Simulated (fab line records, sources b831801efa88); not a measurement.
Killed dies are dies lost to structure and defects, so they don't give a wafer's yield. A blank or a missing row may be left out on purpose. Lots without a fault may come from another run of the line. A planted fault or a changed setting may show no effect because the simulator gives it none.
Which tool did it? | flow gf180mcu | 14 lots, 42 wafers sampled, at 5 steps of a route of 602

WHAT THE GAUGES READ, wafer by wafer
GF_V3_THK_MEAS_01.
lot  | measured     | on            | V3_CVD_00_THK (nm)
L981 | day 21 15:31 | film_metro-03 | 607 613 603
L982 | day 22 05:43 | film_metro-03 | 605 594 598
L985 | day 23 07:43 | film_metro-02 | 591 598 606
L986 | day 23 13:21 | film_metro-02 | 615 597 617
L990 | day 25 00:26 | film_metro-01 | 589 612 599
L993 | day 25 22:32 | film_metro-02 | 591 591 582
L995 | day 26 13:43 | film_metro-01 | 606 603 605
L997 | day 27 10:08 | film_metro-03 | 608 605 598
L998 | day 27 13:17 | film_metro-02 | 599 608 603
L999 | day 27 16:54 | film_metro-02 | 602 607 596
L100 | day 28 02:20 | film_metro-01 | 596 603 600
L101 | day 28 07:42 | film_metro-03 | 604 597 602
L102 | day 28 12:41 | film_metro-02 | 603 601 598
L103 | day 28 22:28 | film_metro-03 | 593 604 594

GF_V4_CD_MEAS_14: target cd 260 nm.
lot  | measured     | on        | cd_nm (nm)
L981 | day 24 16:02 | cd_sem-01 | 259.1 259.8 260.3
L982 | day 25 03:46 | cd_sem-02 | 259.9 259.2 260.3
L985 | day 26 04:35 | cd_sem-01 | 257.0 258.5 259.0
L986 | day 26 10:28 | cd_sem-02 | 258.9 259.0 260.0
L990 | day 27 18:31 | cd_sem-02 | 259.6 260.0 259.7
L993 | day 28 14:17 | cd_sem-01 | 261.3 262.1 260.9
L995 | day 29 04:37 | cd_sem-01 | 260.4 258.5 259.8
L997 | day 29 22:35 | cd_sem-01 | 259.3 257.2 258.6
L998 | day 30 02:05 | cd_sem-01 | 258.8 259.1 258.0
L999 | day 30 06:38 | cd_sem-02 | 259.1 258.4 259.0
L100 | day 30 15:03 | cd_sem-02 | 262.3 262.7 262.1
L101 | day 30 19:58 | cd_sem-02 | 262.0 263.2 262.5
L102 | day 31 00:13 | cd_sem-02 | 261.2 260.1 261.2
L103 | day 31 08:45 | cd_sem-01 | 260.5 261.3 260.1

WHICH TOOL RAN EACH LOT (tool, then ch and the chambers of the sampled wafers, then the start)
lot  | GF_V3_CVD_02                    | GF_M4_METAL_ETCH_16               | GF_M4_STRIP_17
L981 | pecvd-04 ch 0,1, day 21 15:34   | rie_metal-03 ch 0,1, day 23 16:13 | plasma_asher-02 ch 0, day 23 16:21
L982 | pecvd-04 ch 1,2, day 22 05:46   | rie_metal-02 ch 0,1, day 24 05:10 | plasma_asher-04 ch 0,1, day 24 05:18
L985 | pecvd-03 ch 0,1,2, day 23 07:47 | rie_metal-03 ch 1, day 25 06:12   | plasma_asher-04 ch 0,1, day 25 06:22
L986 | pecvd-02 ch 0,1,2, day 23 13:25 | rie_metal-03 ch 1, day 25 12:40   | plasma_asher-03 ch 0,1, day 25 12:50
L990 | pecvd-02 ch 0,1,2, day 25 00:31 | rie_metal-04 ch 0,1, day 26 20:52 | plasma_asher-03 ch 0,1, day 26 20:59
L993 | pecvd-04 ch 0,2, day 25 22:36   | rie_metal-04 ch 1, day 27 17:46   | plasma_asher-02 ch 0,1, day 27 18:02
L995 | pecvd-04 ch 0,1,2, day 26 13:47 | rie_metal-04 ch 0,1, day 28 07:22 | plasma_asher-02 ch 0,1, day 28 07:29
L997 | pecvd-04 ch 1,2, day 27 10:12   | rie_metal-04 ch 0,1, day 29 02:17 | plasma_asher-03 ch 0, day 29 02:25
L998 | pecvd-03 ch 0,1,2, day 27 13:22 | rie_metal-03 ch 0, day 29 05:40   | plasma_asher-03 ch 0,1, day 29 05:50
L999 | pecvd-02 ch 0,2, day 27 16:58   | rie_metal-03 ch 0, day 29 10:02   | plasma_asher-04 ch 0,1, day 29 10:17
L100 | pecvd-04 ch 0,2, day 28 02:23   | rie_metal-02 ch 1, day 29 19:00   | plasma_asher-03 ch 0,1, day 29 19:13
L101 | pecvd-04 ch 1,2, day 28 07:46   | rie_metal-02 ch 0,1, day 30 00:13 | plasma_asher-02 ch 0,1, day 30 00:21
L102 | pecvd-02 ch 0,1,2, day 28 12:46 | rie_metal-04 ch 0, day 30 04:48   | plasma_asher-03 ch 0,1, day 30 04:58
L103 | pecvd-04 ch 1,2, day 28 22:31   | rie_metal-02 ch 0,1, day 30 13:52 | plasma_asher-04 ch 0,1, day 30 14:00
- GF_V3_CVD_02: deposits SiO2 from TEOS, target thk 850 nm, time 94.851 s.
- GF_M4_METAL_ETCH_16: etches the open film in Cl2/BCl3, stops on SiO2, target depth 750.8 nm, time 125.1 s.
- GF_M4_STRIP_17: strips in O2/N2.

WHAT THE TOOLS THEMSELVES READ (means of the sampled wafers that have a number; where no wafer has one, the mark that the record gives instead)
GF_V3_CVD_02.
lot  | tool     | heater_power_w (W)
L981 | pecvd-04 | 673
L982 | pecvd-04 | 633
L985 | pecvd-03 | 690
L986 | pecvd-02 | 669
L990 | pecvd-02 | 658
L993 | pecvd-04 | 694
L995 | pecvd-04 | 689
L997 | pecvd-04 | 611
L998 | pecvd-03 | 692
L999 | pecvd-02 | 683
L100 | pecvd-04 | 739
L101 | pecvd-04 | 575
L102 | pecvd-02 | 675
L103 | pecvd-04 | 643

GF_M4_METAL_ETCH_16.
lot  | tool         | drypump_motor_current_A (A) | oes_product_au (a.u.) | throttle_valve_pct (%)
L981 | rie_metal-03 | 5.8                         | 0.989                 | 28.228
L982 | rie_metal-02 | 5.5                         | 0.987                 | 28.218
L985 | rie_metal-03 | 6.0                         | 0.918                 | 28.306
L986 | rie_metal-03 | 6.0                         | 0.918                 | 28.307
L990 | rie_metal-04 | 5.9                         | 0.996                 | 28.222
L993 | rie_metal-04 | 6.1                         | 0.997                 | 28.226
L995 | rie_metal-04 | 5.6                         | 0.992                 | 28.224
L997 | rie_metal-04 | 5.6                         | 0.996                 | 28.229
L998 | rie_metal-03 | 5.3                         | 0.985                 | 28.240
L999 | rie_metal-03 | 5.3                         | 0.983                 | 28.238
L100 | rie_metal-02 | 5.6                         | 0.996                 | 28.221
L101 | rie_metal-02 | 5.4                         | 0.987                 | 28.225
L102 | rie_metal-04 | 5.4                         | 0.997                 | 28.227
L103 | rie_metal-02 | 5.4                         | 0.994                 | 28.227

GF_M4_STRIP_17.
lot  | tool            | drypump_motor_current_A (A) | heater_power_w (W) | oes_product_au (a.u.) | strip_time_to_endpoint_s (s)
L981 | plasma_asher-02 | 5.6                         | 311                | 0.543                 | 7.43
L982 | plasma_asher-04 | 5.5                         | 318                | 0.538                 | 7.38
L985 | plasma_asher-04 | 5.8                         | 347                | 0.558                 | 7.75
L986 | plasma_asher-03 | 6.6                         | 368                | 0.557                 | 7.80
L990 | plasma_asher-03 | 6.6                         | 373                | 0.535                 | 7.31
L993 | plasma_asher-02 | 5.6                         | 343                | 0.539                 | 7.28
L995 | plasma_asher-02 | 5.6                         | 346                | 0.535                 | 7.37
L997 | plasma_asher-03 | 6.3                         | 348                | 0.539                 | 7.36
L998 | plasma_asher-03 | 6.6                         | 364                | 0.541                 | 7.44
L999 | plasma_asher-04 | 5.8                         | 341                | 0.542                 | 7.50
L100 | plasma_asher-03 | 6.4                         | 352                | 0.534                 | 7.30
L101 | plasma_asher-02 | 5.6                         | 373                | 0.537                 | 7.42
L102 | plasma_asher-03 | 6.4                         | 362                | 0.532                 | 7.31
L103 | plasma_asher-04 | 5.8                         | 342                | 0.536                 | 7.33

THE ANSWER, worked out from the rows above alone
Rule: what is usual is taken from the lots themselves. Put in order of their means at a reading, lots are off if they are a third of the lots or fewer, leave a main group of 4 or more, and stand apart from it by a gap of 3 or more times the standard deviation of the main group's means; of several such gaps the widest counts. A main group whose means are all the same, to the digits that the tables above print for the reading, isn't used. A lot without any number at a reading at which 4 lots or more have one is off too. The other lots that the step has rows for count as sound. The gauges are gone through in route order, then the tools' own readings, and for those a lot's mean is taken as printed above. The first step at which some lot is off is used, and at that step the reading that is off furthest; a lot without a number counts as furthest.
Off: L985, L986, at GF_M4_METAL_ETCH_16 (oes_product_au). The main group: mean 0.992 a.u., standard deviation 0.0049.
A tool fits if, at that step or a process step before it, it ran every lot that is off, and no sound lot after the first of them. None of those tried fits.

WHAT THE SIMULATOR HAD PUT IN
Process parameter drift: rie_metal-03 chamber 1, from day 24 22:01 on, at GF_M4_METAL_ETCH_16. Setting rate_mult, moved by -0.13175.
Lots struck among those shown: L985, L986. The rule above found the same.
